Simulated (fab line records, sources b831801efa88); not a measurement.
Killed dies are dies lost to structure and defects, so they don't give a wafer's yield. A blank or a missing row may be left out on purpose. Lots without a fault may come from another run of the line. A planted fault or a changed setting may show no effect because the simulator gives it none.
Tool commonality check | flow gf180mcu | 13 lots, 39 wafers sampled

WHY IT WAS OPENED
At GF_VT_IMPLANT_RS_MEAS_47 the reading NWELL_RS is flagged on 2 of 13 lots. Wafers without a fault read 488.0 ohm/sq, standard deviation 1.3.
Rule: a lot is flagged when every wafer of it that has a number lies more than 4 standard deviations from that mean, or none has a number. The other lots count as sound.

lot  | measured     | on            | NWELL_RS (ohm/sq), wafer by wafer | flag
L574 | day 7 19:46  | film_metro-02 | 488.0 489.3 487.3                 |
L575 | day 8 00:08  | film_metro-03 | 485.9 486.6 487.0                 |
L576 | day 8 05:08  | film_metro-03 | 487.1 488.4 487.6                 |
L577 | day 8 13:15  | film_metro-02 | 489.3 490.8 489.9                 |
L579 | day 8 23:41  | film_metro-04 | 489.2 489.3 490.5                 |
L580 | day 9 05:53  | film_metro-04 | 487.9 488.8 489.1                 |
L581 | day 9 14:52  | film_metro-04 | 487.7 489.8 488.0                 |
L582 | day 9 21:53  | film_metro-03 | 486.3 485.8 486.4                 |
L584 | day 10 16:07 | film_metro-03 | 488.9 489.4 488.3                 |
L589 | day 12 03:14 | film_metro-04 | 500.5 499.9 500.2                 | FLAGGED
L591 | day 12 13:41 | film_metro-03 | 499.0 498.8 497.6                 | FLAGGED
L594 | day 14 00:56 | film_metro-03 | 489.8 487.8 487.1                 |
L595 | day 14 02:49 | film_metro-03 | 487.2 486.7 486.0                 |
The numbers of the flagged lots are 499.3 ohm/sq on average: +11.3 ohm/sq against the usual, or +9 standard deviations.

WHICH TOOL RAN EACH LOT
The record holds 2 process steps before the reading, out of a route of 602 steps. In each cell: the tool, then ch and the chambers that the sampled wafers went through, then the start.
lot  | flag    | GF_NWELL_IMPLANT_09            | GF_LVPWELL_STRIP_10
L574 |         | implanter-04 ch 0, day 3 14:31 | plasma_asher-04 ch 0,1, day 4 04:24
L575 |         | implanter-04 ch 0, day 3 18:53 | plasma_asher-04 ch 0,1, day 4 08:44
L576 |         | implanter-02 ch 0, day 4 00:25 | plasma_asher-02 ch 0,1, day 4 13:44
L577 |         | implanter-03 ch 0, day 4 06:02 | plasma_asher-02 ch 0,1, day 4 20:05
L579 |         | implanter-03 ch 0, day 4 15:49 | plasma_asher-02 ch 0,1, day 5 05:34
L580 |         | implanter-03 ch 0, day 4 20:25 | plasma_asher-03 ch 0,1, day 5 11:16
L581 |         | implanter-02 ch 0, day 5 03:58 | plasma_asher-02 ch 0, day 5 18:44
L582 |         | implanter-03 ch 0, day 5 09:05 | plasma_asher-04 ch 1, day 5 23:37
L584 |         | implanter-04 ch 0, day 5 22:52 | plasma_asher-04 ch 0,1, day 6 13:58
L589 | FLAGGED | implanter-04 ch 0, day 7 01:11 | plasma_asher-02 ch 0,1, day 7 16:23
L591 | FLAGGED | implanter-04 ch 0, day 7 11:07 | plasma_asher-03 ch 0,1, day 8 02:58
L594 |         | implanter-02 ch 0, day 8 13:26 | plasma_asher-02 ch 0,1, day 9 06:37
L595 |         | implanter-03 ch 0, day 8 13:52 | plasma_asher-04 ch 0,1, day 9 07:17
What these steps do:
- GF_NWELL_IMPLANT_09
- GF_LVPWELL_STRIP_10: strips in O2/N2.
- GF_VT_IMPLANT_RS_MEAS_47: measures by four-point-probe.

FLAGGED OVER TOTAL, TOOL BY TOOL (the gauges that took the reading come last)
step                     | tool            | lots run | flagged | share of the flagged lots | sound lots run after its first flagged lot
GF_NWELL_IMPLANT_09      | implanter-02    | 3        | 0       | none                      | -
GF_NWELL_IMPLANT_09      | implanter-03    | 5        | 0       | none                      | -
GF_NWELL_IMPLANT_09      | implanter-04    | 5        | 2       | all                       | 0
GF_LVPWELL_STRIP_10      | plasma_asher-02 | 6        | 1       | some                      | 1 (L594)
GF_LVPWELL_STRIP_10      | plasma_asher-03 | 2        | 1       | some                      | 0
GF_LVPWELL_STRIP_10      | plasma_asher-04 | 5        | 0       | none                      | -
GF_VT_IMPLANT_RS_MEAS_47 | film_metro-02   | 2        | 0       | none                      | -
GF_VT_IMPLANT_RS_MEAS_47 | film_metro-03   | 7        | 1       | some                      | 2 (L594,L595)
GF_VT_IMPLANT_RS_MEAS_47 | film_metro-04   | 4        | 1       | some                      | 0

WHAT THE TABLE ALLOWS
1 row of the table ran every flagged lot: implanter-04 at GF_NWELL_IMPLANT_09.
- implanter-04 at GF_NWELL_IMPLANT_09: 2 of its 5 lots flagged. Its last sound lot is L584 (day 5 22:52), its first flagged lot L589 (day 7 01:11): a fault that began between those two fits. Its own readings lie more than 4 standard deviations out on every wafer of the flagged lots: dose_ions_cm2, faraday_current_uA.
One tool is left: implanter-04 at GF_NWELL_IMPLANT_09.

WHAT THE SIMULATOR HAD PUT IN
Process parameter drift: implanter-04, from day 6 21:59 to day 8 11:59, at GF_NWELL_IMPLANT_09. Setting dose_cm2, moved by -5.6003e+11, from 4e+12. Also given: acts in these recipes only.
Lots struck among those shown: L589, L591. The rule above found the same.
